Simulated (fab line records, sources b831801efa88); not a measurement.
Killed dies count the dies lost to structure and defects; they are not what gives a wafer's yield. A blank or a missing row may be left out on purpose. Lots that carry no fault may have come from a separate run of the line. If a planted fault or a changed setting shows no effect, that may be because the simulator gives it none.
Which tool was responsible? :: flow gf180mcu :: at 1 step of a route of 602, 6 lots with 18 wafers sampled

WHAT EACH GAUGE READ, for each wafer
GF_M5_OVL_MEAS_08.
lot: L736
measured: day 26 18:38
on: overlay-02
M5_OVL (nm): 2 -4 1

lot: L740
measured: day 28 12:37
on: overlay-01
M5_OVL (nm): 2 -1 -2

lot: L743
measured: day 28 21:53
on: overlay-01
M5_OVL (nm): 6 3 -2

lot: L748
measured: day 30 07:13
on: overlay-01
M5_OVL (nm): -3 -8 -2

lot: L755
measured: day 32 06:34
on: overlay-01
M5_OVL (nm): -9 -2 -8

lot: L757
measured: day 32 19:35
on: overlay-01
M5_OVL (nm): 3 4 5

WHICH TOOL RAN EACH LOT (tool, then ch and the chambers of the sampled wafers, then the start)
No process step before these readings appears in the record.

THE ANSWER, worked out from the rows above alone
Rule: usual is defined by the lots themselves. The widest of any qualifying gaps counts: lots, ordered by their means at a reading, are off when they make up no more than a third of the lots, leave a main group of 4 or more, and stand apart from it by 3 or more times the standard deviation of that group's means. A main group is skipped when, at the precision printed for the reading in the tables above, its means are all equal. A lot without any number at a reading at which 4 lots or more have one is off too. All remaining lots with rows at the step are treated as sound.
Nothing can be told from this: no lot is off at any reading shown.

WHAT THE SIMULATOR HAD INSERTED
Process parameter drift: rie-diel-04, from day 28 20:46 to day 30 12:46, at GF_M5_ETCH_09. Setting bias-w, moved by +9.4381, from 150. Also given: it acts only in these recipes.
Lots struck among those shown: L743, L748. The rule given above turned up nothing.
